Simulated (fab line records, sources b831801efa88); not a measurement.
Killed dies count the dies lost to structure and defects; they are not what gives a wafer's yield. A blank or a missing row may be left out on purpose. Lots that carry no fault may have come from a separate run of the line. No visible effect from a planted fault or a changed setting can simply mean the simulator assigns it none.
Which tool is to blame? | flow sky130 | 36 wafers from 12 lots sampled at 5 of the route's 708 steps

## WHAT EACH GAUGE READ, for each wafer
The record lacks any reading of a measuring or inspecting step that a usual standard deviation could be used to judge.

## EACH LOT AND THE TOOL THAT RAN IT (in order: tool; ch and the chambers of the sampled wafers; start)
lot  | SKY_METAL4_SPUTTER_03        | SKY_METAL4_SPUTTER_04        | SKY_METAL4_ETCH_17                 | SKY_METAL5_DESCUM_14              | SKY_PAD_OPEN_PROBE_99
L439 | pvd-sputter-02, day 39 09:38 | pvd-sputter-02, day 39 09:39 | rie-diel-04 ch 1,3, day 41 11:43   | rie-metal-02 ch 1, day 43 12:38   | -
L441 | pvd-sputter-04, day 40 04:56 | pvd-sputter-04, day 40 04:57 | rie-diel-01 ch 1,3, day 42 05:51   | rie-metal-01 ch 1, day 44 05:55   | -
L442 | pvd-sputter-02, day 40 19:02 | pvd-sputter-02, day 40 19:04 | rie-diel-04 ch 2,3, day 42 19:03   | rie-metal-02 ch 0,1, day 44 18:51 | -
L443 | pvd-sputter-02, day 41 19:46 | pvd-sputter-02, day 41 19:47 | rie-diel-04 ch 0,1,3, day 43 18:31 | rie-metal-02 ch 0,1, day 45 18:08 | -
L448 | pvd-sputter-01, day 42 11:37 | pvd-sputter-01, day 42 11:38 | rie-diel-04 ch 0,1,2, day 44 10:03 | rie-metal-04 ch 0, day 46 07:38   | prober-02, day 47 22:58
L449 | pvd-sputter-01, day 43 01:01 | pvd-sputter-01, day 43 01:02 | rie-diel-04 ch 1,2,3, day 44 23:30 | rie-metal-04 ch 1, day 46 16:19   | prober-01, day 48 08:38
L450 | pvd-sputter-02, day 43 08:25 | pvd-sputter-02, day 43 08:26 | rie-diel-04 ch 0,1,2, day 45 06:51 | rie-metal-04 ch 0,1, day 47 05:43 | prober-01, day 48 23:44
L458 | pvd-sputter-04, day 45 04:08 | pvd-sputter-04, day 45 04:09 | rie-diel-01 ch 0,2, day 46 17:59   | rie-metal-02 ch 0,1, day 48 14:44 | prober-02, day 50 07:06
L459 | pvd-sputter-02, day 45 09:46 | pvd-sputter-02, day 45 09:47 | rie-diel-01 ch 1,2,3, day 46 22:51 | rie-metal-01 ch 0,1, day 48 16:40 | -
L460 | pvd-sputter-01, day 45 16:44 | pvd-sputter-01, day 45 16:45 | rie-diel-01 ch 0,2,3, day 47 03:12 | rie-metal-04 ch 0,1, day 48 19:26 | -
L462 | pvd-sputter-02, day 46 16:47 | pvd-sputter-02, day 46 16:48 | rie-diel-04 ch 0,2,3, day 48 07:49 | rie-metal-04 ch 0,1, day 49 22:25 | -
L461 | pvd-sputter-01, day 47 14:14 | pvd-sputter-01, day 47 14:15 | rie-diel-02 ch 0,2, day 49 04:43   | rie-metal-01 ch 0,1, day 50 16:31 | -
- SKY_METAL4_SPUTTER_03: material Ti, target thk 5 nm, time 3.3 s.
- SKY_METAL4_SPUTTER_04: material TiN, target thk 70 nm, time 58.3 s.
- SKY_METAL4_ETCH_17: etches SiO2 in C4F8/O2/Ar, stops on TiN, time 3.78 s, target depth 15 nm.
- SKY_METAL5_DESCUM_14: chemistry O2, time 11 s.
- SKY_PAD_OPEN_PROBE_99

## AS READ BY THE TOOLS THEMSELVES (means over the sampled wafers that have a number; for cases with no such wafer, the mark the record gives instead)
SKY_METAL4_SPUTTER_03.
lot  | tool           | throttle-valve-pct (%)
L439 | pvd-sputter-02 | 29.3
L441 | pvd-sputter-04 | 30.6
L442 | pvd-sputter-02 | 30.4
L443 | pvd-sputter-02 | 29.8
L448 | pvd-sputter-01 | 30.0
L449 | pvd-sputter-01 | 30.3
L450 | pvd-sputter-02 | 31.1
L458 | pvd-sputter-04 | 29.8
L459 | pvd-sputter-02 | 30.3
L460 | pvd-sputter-01 | 30.1
L462 | pvd-sputter-02 | 30.0
L461 | pvd-sputter-01 | 29.8

SKY_METAL4_SPUTTER_04.
lot  | tool           | throttle-valve-pct (%)
L439 | pvd-sputter-02 | 29.5
L441 | pvd-sputter-04 | 30.5
L442 | pvd-sputter-02 | 30.3
L443 | pvd-sputter-02 | 29.7
L448 | pvd-sputter-01 | 30.4
L449 | pvd-sputter-01 | 30.4
L450 | pvd-sputter-02 | 31.1
L458 | pvd-sputter-04 | 29.7
L459 | pvd-sputter-02 | 30.2
L460 | pvd-sputter-01 | 30.0
L462 | pvd-sputter-02 | 29.8
L461 | pvd-sputter-01 | 30.0

SKY_METAL4_ETCH_17.
lot  | tool        | oes-product-au (a.u.)
L439 | rie-diel-04 | 0.762
L441 | rie-diel-01 | 0.763
L442 | rie-diel-04 | 0.763
L443 | rie-diel-04 | 0.769
L448 | rie-diel-04 | 0.770
L449 | rie-diel-04 | 0.764
L450 | rie-diel-04 | 0.769
L458 | rie-diel-01 | 0.762
L459 | rie-diel-01 | 0.765
L460 | rie-diel-01 | 0.781
L462 | rie-diel-04 | 0.776
L461 | rie-diel-02 | 0.770

SKY_METAL5_DESCUM_14.
lot  | tool         | drypump-motor-current-A (A) | oes-product-au (a.u.)
L439 | rie-metal-02 | 5.7                         | 1.009
L441 | rie-metal-01 | 5.5                         | 1.006
L442 | rie-metal-02 | 6.1                         | 1.005
L443 | rie-metal-02 | 5.9                         | 1.007
L448 | rie-metal-04 | 5.4                         | 0.998
L449 | rie-metal-04 | 5.4                         | 1.013
L450 | rie-metal-04 | 5.4                         | 1.007
L458 | rie-metal-02 | 6.1                         | 1.010
L459 | rie-metal-01 | 5.7                         | 1.008
L460 | rie-metal-04 | 5.4                         | 0.997
L462 | rie-metal-04 | 5.4                         | 1.005
L461 | rie-metal-01 | 5.6                         | 1.011

SKY_PAD_OPEN_PROBE_99.
lot  | tool      | defect-limited-yield (%) | killed_at_M0_to_M3 | killed_at_M4_up | killed-at-contacts | killed-at-front-end | killed-at-other | killed-dies | killed-open | killed-short | sort_bin_3_pad_short (%) | sort_bin_5_function (%) | sort_bin_6_memory (%) | sort-n-pass | sort-yield-pct (%)
L448 | prober-02 | 70.9                     | 38                 | 61.0            | 30                 | 15                  | 0.0             | 143         | 48          | 39           | 3.8                      | 18.2                    | 7.0                   | 349         | 70.9
L449 | prober-01 | 72.5                     | 44                 | 57.7            | 25                 | 9                   | 0.0             | 135         | 45          | 36           | 4.4                      | 16.1                    | 7.0                   | 357         | 72.5
L450 | prober-01 | 73.9                     | 36                 | 58.7            | 16                 | 18                  | 0.3             | 129         | 38          | 31           | 4.2                      | 16.4                    | 5.6                   | 363         | 73.9
L458 | prober-02 | 81.3                     | 43                 | 4.3             | 30                 | 13                  | 1.3             | 92          | 53          | 38           | 0.7                      | 11.8                    | 6.2                   | 400         | 81.3

## THE ANSWER, worked out from the rows above alone
Rule: the usual values come from the lots themselves. The widest of any qualifying gaps counts: lots, ordered by their means at a reading, are off when they make up no more than a third of the lots, leave a main group of 4 or more, and stand apart from it by 3 or more times the standard deviation of that group's means. If all means in a main group match to the digits the tables above print for the reading, that group is not used. Also off: a lot with no number at a reading for which 4 or more lots have one. Where the step has rows for the other lots, those lots are counted as sound. After the gauges, taken in route order, come the tools' own readings; for these a lot's mean is taken, as printed above. The first step at which some lot is off is used, and at that step the reading that is off furthest; a lot without a number counts as furthest.
None of the lots is off at any reading shown; this tells nothing.

## WHAT THE SIMULATOR HAD INSERTED
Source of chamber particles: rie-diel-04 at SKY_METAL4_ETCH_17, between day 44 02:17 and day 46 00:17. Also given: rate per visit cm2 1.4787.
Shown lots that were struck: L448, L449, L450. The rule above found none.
